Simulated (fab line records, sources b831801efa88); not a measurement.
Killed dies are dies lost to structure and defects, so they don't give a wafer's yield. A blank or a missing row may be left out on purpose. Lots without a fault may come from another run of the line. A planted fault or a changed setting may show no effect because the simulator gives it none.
One fault seen from 2 desks | flow sky130 | each desk has only its own numbers; what lay behind them comes last

THE TOOL OWNER'S DESK: implanter-01
The tool's own readings at SKY_SONOS_TUNNEL_IMPLANT_09: means of the sampled wafers that have a number, for each lot that ran on this tool. A lot is out of limits, marked OUT, if its mean lies more than 4 standard deviations from the usual mean; the brackets give that distance.
Columns: A = dose_ions_cm2 at SKY_SONOS_TUNNEL_IMPLANT_09, usual 1.0001e+12; B = faraday_current_uA at SKY_SONOS_TUNNEL_IMPLANT_09, usual 5.62
lot  | first seen here | A                            | B
L427 | day 11 20:34    | 1.0004e+12                   | 5.64
L431 | day 13 06:46    | 1.0028e+12                   | 5.60
L433 | day 13 17:47    | 9.9847e+11                   | 5.58
L441 | day 16 13:01    | 3.9467e+11 (-99 or more) OUT | 2.18 (-29) OUT
L443 | day 17 09:56    | 3.9403e+11 (-99 or more) OUT | 2.23 (-28) OUT
This desk's finding: out of limits on L441, L443; first on L441, day 16 13:01 (dose_ions_cm2 at SKY_SONOS_TUNNEL_IMPLANT_09). In limits: L427, L431, L433.

THE METROLOGY DESK
What the gauges read, lot by lot, whatever tool the lot ran on: means of the sampled wafers that have a number. A lot is out of limits, marked OUT, if its mean lies more than 4 standard deviations from the usual mean; the brackets give that distance.
Columns: A = FIELD_ISO_OXIDATION_01_THK at SKY_FIELD_ISO_THK_MEAS_23, usual 9.98 nm; B = cd_nm at SKY_VT_ADJUST_HVTP_CD_MEAS_07, usual 378.9 nm; C = SONOS_TUNNEL_TW at SKY_SONOS_TUNNEL_TW_MEAS_12, usual 197.5
lot  | first seen here | A     | B     | C
L426 | day 2 11:34     | 9.93  | 378.4 | 196.4
L427 | day 2 17:44     | 9.93  | 382.7 | 198.4
L428 | day 3 00:25     | 10.22 | 380.5 | 196.6
L429 | day 3 04:48     | 9.98  | 381.1 | 196.5
L430 | day 3 08:56     | 10.05 | 381.2 | 197.4
L431 | day 3 15:34     | 9.86  | 380.3 | 195.9
L432 | day 3 20:53     | 9.94  | 380.5 | 197.3
L433 | day 4 00:58     | 9.79  | 376.4 | 195.5
L434 | day 4 06:13     | 9.89  | 380.5 | 199.5
L441 | day 5 19:47     | 9.90  | 375.7 | 153.3 (-32) OUT
L443 | day 6 08:49     | 9.96  | 378.2 | 154.7 (-31) OUT
L447 | day 7 01:47     | 10.06 | 378.9 | 197.8
This desk's finding: out of limits on L441, L443; first on L441, day 16 13:26 (SONOS_TUNNEL_TW at SKY_SONOS_TUNNEL_TW_MEAS_12). In limits: L426, L427, L428, L429, L430, L431, L432, L433, L434, L447.

PUT TOGETHER
The tool owner's desk could have raised an alarm at day 16 13:01, on L441, L443.
The metrology desk could have raised an alarm at day 16 13:26, on L441, L443.
Of the lots named, all ran SKY_SONOS_TUNNEL_IMPLANT_09 on implanter-01.

WHAT THE SIMULATOR HAD PUT IN
Process parameter drift: implanter-01, from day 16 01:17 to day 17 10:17, at SKY_SONOS_TUNNEL_IMPLANT_09. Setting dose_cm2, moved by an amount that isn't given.
Lots struck among those shown: L441, L443.
Hours from the fault's start to each desk's first reading out of limits: the tool owner's desk, 12; the metrology desk, 12.
